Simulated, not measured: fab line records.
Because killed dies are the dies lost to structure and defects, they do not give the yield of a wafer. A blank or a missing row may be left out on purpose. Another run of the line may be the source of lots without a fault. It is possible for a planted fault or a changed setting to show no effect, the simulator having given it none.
Which of the tools did it? / flow sky130 / 33 wafers from 11 lots sampled at 3 of the route's 708 steps

WHAT EACH GAUGE READ, for each wafer
SKY_VIA4_BOW_MEAS_03.
lot=L827; measured=day 42 08:01; on=film_metro-02; VIA4_BOW (um)=84 69 87
lot=L830; measured=day 43 05:38; on=film_metro-01; VIA4_BOW (um)=86 87 84
lot=L831; measured=day 43 09:32; on=film_metro-02; VIA4_BOW (um)=88 78 81
lot=L833; measured=day 43 23:16; on=film_metro-04; VIA4_BOW (um)=89 87 78
lot=L837; measured=day 44 23:48; on=film_metro-04; VIA4_BOW (um)=72 66 70
lot=L839; measured=day 45 09:17; on=film_metro-02; VIA4_BOW (um)=123 131 134
lot=L841; measured=day 45 18:58; on=film_metro-04; VIA4_BOW (um)=121 126 126
lot=L842; measured=day 46 01:08; on=film_metro-01; VIA4_BOW (um)=74 80 86
lot=L845; measured=day 46 17:19; on=film_metro-02; VIA4_BOW (um)=57 67 60
lot=L848; measured=day 47 12:02; on=film_metro-02; VIA4_BOW (um)=81 80 87
lot=L849; measured=day 47 18:44; on=film_metro-02; VIA4_BOW (um)=73 84 85

EACH LOT AND THE TOOL THAT RAN IT (in order: tool; ch and the chambers of the sampled wafers; start)
lot=L827; SKY_CAP2M_SPUTTER_02=pvd_sputter-02, day 40 06:20; SKY_VIA4_CMP_02=cmp-01 ch 0,2,3, day 42 07:46
lot=L830; SKY_CAP2M_SPUTTER_02=pvd_sputter-03, day 41 04:47; SKY_VIA4_CMP_02=cmp-02 ch 0,1, day 43 05:22
lot=L831; SKY_CAP2M_SPUTTER_02=pvd_sputter-03, day 41 09:31; SKY_VIA4_CMP_02=cmp-01 ch 0,2,3, day 43 09:19
lot=L833; SKY_CAP2M_SPUTTER_02=pvd_sputter-02, day 41 23:07; SKY_VIA4_CMP_02=cmp-01 ch 0,1,2, day 43 23:00
lot=L837; SKY_CAP2M_SPUTTER_02=pvd_sputter-01, day 43 00:17; SKY_VIA4_CMP_02=cmp-01 ch 1,2,3, day 44 23:30
lot=L839; SKY_CAP2M_SPUTTER_02=pvd_sputter-03, day 43 10:57; SKY_VIA4_CMP_02=cmp-01 ch 0,1, day 45 08:58
lot=L841; SKY_CAP2M_SPUTTER_02=pvd_sputter-01, day 43 22:10; SKY_VIA4_CMP_02=cmp-01 ch 0,1,2, day 45 18:40
lot=L842; SKY_CAP2M_SPUTTER_02=pvd_sputter-03, day 44 03:11; SKY_VIA4_CMP_02=cmp-01 ch 1,2,3, day 46 00:50
lot=L845; SKY_CAP2M_SPUTTER_02=pvd_sputter-03, day 44 20:49; SKY_VIA4_CMP_02=cmp-02 ch 0,1,2, day 46 17:04
lot=L848; SKY_CAP2M_SPUTTER_02=pvd_sputter-02, day 45 16:13; SKY_VIA4_CMP_02=cmp-02 ch 0,1,3, day 47 11:53
lot=L849; SKY_CAP2M_SPUTTER_02=pvd_sputter-01, day 46 00:05; SKY_VIA4_CMP_02=cmp-02 ch 0,1, day 47 18:25
- SKY_CAP2M_SPUTTER_02: material TiN, target thk 200 nm, time 166.7 s.
- SKY_VIA4_CMP_02: polishes SiO2.

THE ANSWER, worked out from the rows above alone
Rule: what is usual is taken from the lots themselves. Put in order of their means at a reading, lots are off if they are a third of the lots or fewer, leave a main group of 4 or more, and stand apart from it by a gap of 3 or more times the standard deviation of the main group's means; of several such gaps the widest counts. Not used: any main group whose means are identical at the precision the tables above print for the reading. A lot without any number at a reading at which 4 lots or more have one is off too. All remaining lots with rows at the step are treated as sound.
Off: at SKY_VIA4_BOW_MEAS_03 (VIA4_BOW), L839, L841. For the main group the mean is 79 um and the standard deviation 7.5.
If a tool, at a process step before that reading, ran all the lots that are off and no sound lot after the first of them, it fits. Gauges at SKY_VIA4_BOW_MEAS_03: tried the same way as those tools. Not one of the candidates tried fits.

WHAT THE SIMULATOR PUT IN
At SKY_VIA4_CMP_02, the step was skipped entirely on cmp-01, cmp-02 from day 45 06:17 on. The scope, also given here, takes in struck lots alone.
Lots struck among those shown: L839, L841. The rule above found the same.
